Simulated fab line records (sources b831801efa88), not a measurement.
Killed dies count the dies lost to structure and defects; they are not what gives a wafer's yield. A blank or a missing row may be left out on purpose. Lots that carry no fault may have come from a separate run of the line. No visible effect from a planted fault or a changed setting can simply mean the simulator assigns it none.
2 desks looking at one fault / flow gf180mcu / numbers are kept per desk, each desk with only its own; the story behind them comes last

THE METROLOGY DESK
What the gauges read, lot by lot, whatever tool the lot ran on: means of the sampled wafers that have a number. If a lot's mean is further than 4 standard deviations from the usual mean, the lot is out of limits and carries the mark OUT (the distance appears in the brackets).
Columns: A = POLY_GATE_OXIDATION_THK at GF_POLY_GATE_THK_MEAS_17, usual 3.97 nm; B = HV_LDD_OVL at GF_HV_LDD_OVL_MEAS_08, usual -1.3 nm; C = HV_LDD_2_TW at GF_HV_LDD_TW_MEAS_23, usual 1067
lot=L754; first seen here=day 9 06:26; A=3.99; B=-2.5; C=1069
lot=L756; first seen here=day 9 18:23; A=3.74; B=-1.5; C=1065
lot=L758; first seen here=day 10 07:50; A=3.99; B=-1.3; C=1063
lot=L759; first seen here=day 10 15:31; A=3.92; B=-2.1; C=1075
lot=L760; first seen here=day 11 03:29; A=3.91; B=-1.1; C=1062
lot=L761; first seen here=day 11 07:18; A=3.94; B=0.4; C=1066
lot=L763; first seen here=day 11 23:47; A=4.01; B=0.1; C=1068
lot=L767; first seen here=day 13 00:31; A=4.14; B=0.5; C=1056
lot=L770; first seen here=day 13 20:24; A=4.08; B=-2.5; C=1066
lot=L771; first seen here=day 14 15:47; A=3.93; B=-3.5; C=1070
lot=L772; first seen here=day 15 01:46; A=3.95; B=-0.6; C=1072
lot=L774; first seen here=day 15 14:23; A=4.01; B=-1.2; C=1062
lot=L775; first seen here=day 15 19:41; A=4.11; B=-0.8; C=1072
lot=L777; first seen here=day 16 10:06; A=3.90; B=-1.9; C=1052
This desk's finding: nothing out of limits on any of the 14 lots.

AT THE TOOL OWNER'S DESK: implanter-03
For each lot that ran on this tool, the mean over its sampled wafers that have a number, from the tool's own readings at GF_HV_LDD_IMPLANT_35. If a lot's mean is further than 4 standard deviations from the usual mean, the lot is out of limits and carries the mark OUT (the distance appears in the brackets).
Columns: A = beam_energy_keV at GF_HV_LDD_IMPLANT_35, usual 60.004
lot=L756; first seen here=day 11 23:37; A=60.006
lot=L758; first seen here=day 12 16:20; A=60.013
lot=L759; first seen here=day 13 01:04; A=59.998
lot=L760; first seen here=day 13 14:17; A=60.016
lot=L761; first seen here=day 13 18:28; A=57.730 (-99 or more) OUT
lot=L763; first seen here=day 14 13:07; A=57.711 (-99 or more) OUT
lot=L771; first seen here=day 17 11:40; A=59.998
lot=L772; first seen here=day 17 20:29; A=59.992
lot=L774; first seen here=day 18 11:02; A=59.970
Finding of this desk: L761, L763 out of limits; the first was L761 at day 13 18:28, on beam_energy_keV at GF_HV_LDD_IMPLANT_35. L756, L758, L759, L760, L771, L772, L774: within limits.

TAKEN TOGETHER
An alarm could have come from the tool owner's desk at day 13 18:28, on L761, L763.
From the metrology desk's view, nothing was out of limits.
The metrology desk holds a record of L761, L763, inside its limits.
On implanter-03, each named lot ran GF_HV_LDD_IMPLANT_35.

WHAT THE SIMULATOR PUT IN
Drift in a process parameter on implanter-03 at GF_HV_LDD_IMPLANT_35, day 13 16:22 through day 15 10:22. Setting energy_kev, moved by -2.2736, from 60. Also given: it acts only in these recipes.
Struck lots among those shown: L761, L763.
How many hours passed from the start of the fault until each desk's first out-of-limits reading: the tool owner's desk, 2.
